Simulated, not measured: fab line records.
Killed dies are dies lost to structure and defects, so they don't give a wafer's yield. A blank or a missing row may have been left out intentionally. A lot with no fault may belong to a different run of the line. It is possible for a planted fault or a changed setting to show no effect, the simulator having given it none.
Problem report, 8D (eight disciplines) form, completed by code ; flow gf180mcu ; the parts of the form that need people (team, actions taken, sign-off) are left out

1. THE ISSUE
Mean MVSD_TW at GF_MVSD_TW_MEAS_11: 1659 over 6 wafers in 2 lots; fault-free wafers: 1588, standard deviation 11. That is +6.4 standard deviations from the usual mean.
The first sign was on wafer L361.2 at day 8 06:34, on film_metro-04. The record holds 36 wafers of 12 lots with a number at this step. The rule behind "out" and "out of limits": a value lying over 4 standard deviations away from the usual mean. Any other wafer with a number is counted as sound.

2. WHAT THIS IS AND IS NOT
question;is;is not
which readings at this step;MVSD_TW;-
which lots;L361, L363;L348, L350, L351, L353, L355, L356, L357, L358, L359, L368
which wafers of those lots;all that have a number;-
read on which gauges;film_metro-04;film_metro-01, film_metro-02
when;from day 8 06:34;"up to then (27 sound wafers); but 3 sound wafers of L368 came after"

3. WHAT RULES OUT EACH SUSPECT
Counting: a tool at any process step up to the reading remains a suspect when it ran all the lots that are out and ran no sound lot after the first of those.
- the gauge at GF_MVSD_TW_MEAS_11: ruled out. All the wafers that are out were read on film_metro-04, but those of them that GF_MVSD_IMPLANT_08 has rows for are out there too, on other tools.
- implanter-02 at GF_MVSD_IMPLANT_08: kept. All lots that are out passed through it, beginning with L361 at day 8 06:10, and no sound lot followed; its final sound lot before that point was L358 at day 7 13:56. On those wafers its own readings are out: beam_on_s, end_station_pressure_torr, faraday_current_uA.
Remaining after the count: implanter-02 at GF_MVSD_IMPLANT_08.

4. THE CAUSE (what the simulator had put in)
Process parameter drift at GF_MVSD_IMPLANT_08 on implanter-02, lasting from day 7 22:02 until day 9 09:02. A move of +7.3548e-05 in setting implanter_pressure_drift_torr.
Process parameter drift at GF_MVSD_IMPLANT_08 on implanter-02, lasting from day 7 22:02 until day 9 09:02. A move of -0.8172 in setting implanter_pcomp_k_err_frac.
After counting, this tool was the only one left.

5. THE CHAIN OF EFFECTS, in route order
One row per reading whose mean, taken over the struck wafers that have a number, lies over 3 standard deviations from the usual. Only readings for which the record gives a usual standard deviation are gone through. hours: the time from each lot's start at the first step in this table that gives one to its start at this step, as a median over the lots. sigmas: the change in usual standard deviations.
hours;step;reading;usual;on struck wafers;change;sigmas
0;GF_MVSD_IMPLANT_08;beam_on_s;9.99 s;11.51;+1.52;+7.6
0;GF_MVSD_IMPLANT_08;end_station_pressure_torr;5.06e-06 Torr;7.86e-05;+7.35e-05;+99 or more
0;GF_MVSD_IMPLANT_08;faraday_current_uA;90.3;77.0;-13.3;-7.9
0;GF_MVSD_TW_MEAS_11;MVSD_TW;1588;1659;+71;+6.4
91;GF_VT_IMPLANT_RS_MEAS_46;MVSD_RS;456.4 ohm/sq;427.8;-28.6;-24
Process steps it contains:
- GF_MVSD_IMPLANT_08
Later measuring or inspecting steps at which every struck wafer that the step has a row for has a number for every such reading, and none has moved that far: GF_V1_OVL_MEAS_15.

6. HOW IT WOULD HAVE BEEN CAUGHT EARLIER
The first out-of-limits reading at a measuring or inspecting step in this record came at day 8 06:34, 9 hours after the fault's start at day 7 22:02.
The tool's own readings at GF_MVSD_IMPLANT_08 were out on every struck wafer that the step has a row for (beam_on_s, end_station_pressure_torr, faraday_current_uA): an alarm limit on them would have fired on the first of those.
L363, from the lots that are out (2), started GF_MVSD_IMPLANT_08 on implanter-02 later than day 8 06:34. A hold on the tool at that time would have spared it.
